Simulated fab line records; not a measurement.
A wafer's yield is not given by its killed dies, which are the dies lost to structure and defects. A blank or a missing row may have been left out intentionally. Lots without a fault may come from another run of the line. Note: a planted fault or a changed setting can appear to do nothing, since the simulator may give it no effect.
Split-lot study :: flow sfqLine :: 27 wafers read across 5 lots, on a route 325 steps long

ABOUT THE SPLIT
At SFQ_TRILAYER_I1_DEP_PECVD_045 (deposits SiO2 from SiH4/N2O, time 111.11 s, target thk 500 nm), the setting timeS was moved away from the recipe's 111.11 s on 9 of the 27 wafers read, by -37.6% to +20.2%. For the rest of the wafers, this setting stayed at what the recipe calls for.

The split's own step is where the reading is taken.

THE READING
SiO2_of_TRILAYER_I1_DEP_PECVD_045.thkNm (the simulator's own value, which no gauge read), in nm, at SFQ_TRILAYER_I1_DEP_PECVD_045 (deposits SiO2 from SiH4/N2O, time 111.11 s, target thk 500 nm). There is no usual value for it anywhere in the file. Here, 18 wafers ran the recipe; their average is 499.3 nm with a standard deviation of 6.8 nm.

wafer: L074.1
tool, chamber at the split: pecvd-04, 2
timeS as run, s: 111.11
against the recipe: recipe
SiO2_of_TRILAYER_I1_DEP_PECVD_045.thkNm, nm: 501
against lot-mates on the recipe: -

wafer: L074.2
tool, chamber at the split: pecvd-04, 1
timeS as run, s: 69.33
against the recipe: -37.6%
SiO2_of_TRILAYER_I1_DEP_PECVD_045.thkNm, nm: 312.4
against lot-mates on the recipe: -187.7

wafer: L074.3
tool, chamber at the split: pecvd-04, 0
timeS as run, s: 111.11
against the recipe: recipe
SiO2_of_TRILAYER_I1_DEP_PECVD_045.thkNm, nm: 498.6
against lot-mates on the recipe: -

wafer: L074.4
tool, chamber at the split: pecvd-04, 2
timeS as run, s: 69.33
against the recipe: -37.6%
SiO2_of_TRILAYER_I1_DEP_PECVD_045.thkNm, nm: 319.6
against lot-mates on the recipe: -180.5

wafer: L074.5
tool, chamber at the split: pecvd-04, 0
timeS as run, s: 69.33
against the recipe: -37.6%
SiO2_of_TRILAYER_I1_DEP_PECVD_045.thkNm, nm: 311.3
against lot-mates on the recipe: -188.8

wafer: L074.6
tool, chamber at the split: pecvd-04, 1
timeS as run, s: 111.11
against the recipe: recipe
SiO2_of_TRILAYER_I1_DEP_PECVD_045.thkNm, nm: 500.8
against lot-mates on the recipe: -

wafer: L080.1
tool, chamber at the split: pecvd-02, 0
timeS as run, s: 111.11
against the recipe: recipe
SiO2_of_TRILAYER_I1_DEP_PECVD_045.thkNm, nm: 503.6
against lot-mates on the recipe: -

wafer: L080.2
tool, chamber at the split: pecvd-02, 1
timeS as run, s: 111.11
against the recipe: recipe
SiO2_of_TRILAYER_I1_DEP_PECVD_045.thkNm, nm: 498
against lot-mates on the recipe: -

wafer: L080.5
tool, chamber at the split: pecvd-02, 2
timeS as run, s: 111.11
against the recipe: recipe
SiO2_of_TRILAYER_I1_DEP_PECVD_045.thkNm, nm: 511.2
against lot-mates on the recipe: -

wafer: L081.1
tool, chamber at the split: pecvd-04, 1
timeS as run, s: 111.11
against the recipe: recipe
SiO2_of_TRILAYER_I1_DEP_PECVD_045.thkNm, nm: 484.1
against lot-mates on the recipe: -

wafer: L081.2
tool, chamber at the split: pecvd-04, 0
timeS as run, s: 111.11
against the recipe: recipe
SiO2_of_TRILAYER_I1_DEP_PECVD_045.thkNm, nm: 487.8
against lot-mates on the recipe: -

wafer: L081.3
tool, chamber at the split: pecvd-04, 2
timeS as run, s: 111.11
against the recipe: recipe
SiO2_of_TRILAYER_I1_DEP_PECVD_045.thkNm, nm: 496.7
against lot-mates on the recipe: -

wafer: L081.4
tool, chamber at the split: pecvd-04, 2
timeS as run, s: 111.11
against the recipe: recipe
SiO2_of_TRILAYER_I1_DEP_PECVD_045.thkNm, nm: 509.9
against lot-mates on the recipe: -

wafer: L081.5
tool, chamber at the split: pecvd-04, 0
timeS as run, s: 111.11
against the recipe: recipe
SiO2_of_TRILAYER_I1_DEP_PECVD_045.thkNm, nm: 495.9
against lot-mates on the recipe: -

wafer: L081.6
tool, chamber at the split: pecvd-04, 1
timeS as run, s: 111.11
against the recipe: recipe
SiO2_of_TRILAYER_I1_DEP_PECVD_045.thkNm, nm: 498.6
against lot-mates on the recipe: -

wafer: L083.1
tool, chamber at the split: pecvd-02, 2
timeS as run, s: 111.11
against the recipe: recipe
SiO2_of_TRILAYER_I1_DEP_PECVD_045.thkNm, nm: 504.8
against lot-mates on the recipe: -

wafer: L083.2
tool, chamber at the split: pecvd-02, 1
timeS as run, s: 130.2
against the recipe: +17.2%
SiO2_of_TRILAYER_I1_DEP_PECVD_045.thkNm, nm: 583
against lot-mates on the recipe: +78.7

wafer: L083.3
tool, chamber at the split: pecvd-02, 0
timeS as run, s: 111.11
against the recipe: recipe
SiO2_of_TRILAYER_I1_DEP_PECVD_045.thkNm, nm: 501.9
against lot-mates on the recipe: -

wafer: L083.4
tool, chamber at the split: pecvd-02, 1
timeS as run, s: 130.2
against the recipe: +17.2%
SiO2_of_TRILAYER_I1_DEP_PECVD_045.thkNm, nm: 591.2
against lot-mates on the recipe: +86.9

wafer: L083.5
tool, chamber at the split: pecvd-02, 0
timeS as run, s: 130.2
against the recipe: +17.2%
SiO2_of_TRILAYER_I1_DEP_PECVD_045.thkNm, nm: 593.9
against lot-mates on the recipe: +89.6

wafer: L083.6
tool, chamber at the split: pecvd-02, 2
timeS as run, s: 111.11
against the recipe: recipe
SiO2_of_TRILAYER_I1_DEP_PECVD_045.thkNm, nm: 506.3
against lot-mates on the recipe: -

wafer: L084.1
tool, chamber at the split: pecvd-03, 2
timeS as run, s: 133.5
against the recipe: +20.2%
SiO2_of_TRILAYER_I1_DEP_PECVD_045.thkNm, nm: 594.5
against lot-mates on the recipe: +98.4

wafer: L084.2
tool, chamber at the split: pecvd-03, 1
timeS as run, s: 111.11
against the recipe: recipe
SiO2_of_TRILAYER_I1_DEP_PECVD_045.thkNm, nm: 499.1
against lot-mates on the recipe: -

wafer: L084.3
tool, chamber at the split: pecvd-03, 0
timeS as run, s: 111.11
against the recipe: recipe
SiO2_of_TRILAYER_I1_DEP_PECVD_045.thkNm, nm: 490
against lot-mates on the recipe: -

wafer: L084.4
tool, chamber at the split: pecvd-03, 1
timeS as run, s: 133.5
against the recipe: +20.2%
SiO2_of_TRILAYER_I1_DEP_PECVD_045.thkNm, nm: 605.8
against lot-mates on the recipe: +109.7

wafer: L084.5
tool, chamber at the split: pecvd-03, 0
timeS as run, s: 133.5
against the recipe: +20.2%
SiO2_of_TRILAYER_I1_DEP_PECVD_045.thkNm, nm: 595.3
against lot-mates on the recipe: +99.2

wafer: L084.6
tool, chamber at the split: pecvd-03, 2
timeS as run, s: 111.11
against the recipe: recipe
SiO2_of_TRILAYER_I1_DEP_PECVD_045.thkNm, nm: 499.2
against lot-mates on the recipe: -

THE FIT
A straight line over all 27 wafers: SiO2_of_TRILAYER_I1_DEP_PECVD_045.thkNm changes by +4.96 nm for each +1% of timeS; r = +1.00; the points scatter about the line by 6.6 nm.
The same after taking each lot's own level away (the mean of its wafers on the recipe; 27 wafers): +4.97 nm for each +1%; r = +1.00; scatter 5.5 nm.
Per that fit: largest timeS move, reading shift of 1.9e+02 nm.
Across the lots, their own levels run from 495.50 to 504.33 nm, a range of 1.3 times the standard deviation given above.
The two slopes agree, so the slope changes little with the lot-to-lot level.
Check: -186 nm against its lot-mates is what the line predicts for one of the wafers moved furthest among these (-37.6%) when that wafer is left out of the fit. It came out at -188 nm against them.

THE OTHER SPLITS THESE WAFERS WENT THROUGH
Other splits were also applied to these wafers ahead of the reading. Each is held against what the fit with the lots' levels taken away leaves over:
other split on the same wafers: SFQ_TRILAYER_L0_DEP_SPUTTER_003 timeS
wafers away from the commonest value: 12
r with SiO2_of_TRILAYER_I1_DEP_PECVD_045.thkNm (lot level and that fit taken away): +0.13

other split on the same wafers: SFQ_TRILAYER_M0_DEP_SPUTTER_019 timeS
wafers away from the commonest value: 12
r with SiO2_of_TRILAYER_I1_DEP_PECVD_045.thkNm (lot level and that fit taken away): +0.22

other split on the same wafers: SFQ_TRILAYER_M1_BARC_OPEN_METAL_ETCH_054 timeS
wafers away from the commonest value: 12
r with SiO2_of_TRILAYER_I1_DEP_PECVD_045.thkNm (lot level and that fit taken away): +0.15

THE WHOLE CHAIN: every reading that the file lists as answering this split, in the file's order
step: SFQ_TRILAYER_I1_DEP_PECVD_045
what it does: deposits SiO2 from SiH4/N2O, time 111.11 s, target thk 500 nm
reading: SiO2_of_TRILAYER_I1_DEP_PECVD_045.thkNm (the simulator's own value, which no gauge read)
change (the file's fit): +4.97 nm for each +1% of the setting
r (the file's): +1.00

step: SFQ_TRILAYER_I1_CMP_CMP_046
what it does: polishes SiO2
reading: timeToEndpointS
change (the file's fit): withheld for each +1% of the setting
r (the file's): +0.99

THE FILE'S OWN FIT
SiO2_of_TRILAYER_I1_DEP_PECVD_045.thkNm changes by +4.97 nm for each +1% of timeS, r = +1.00.
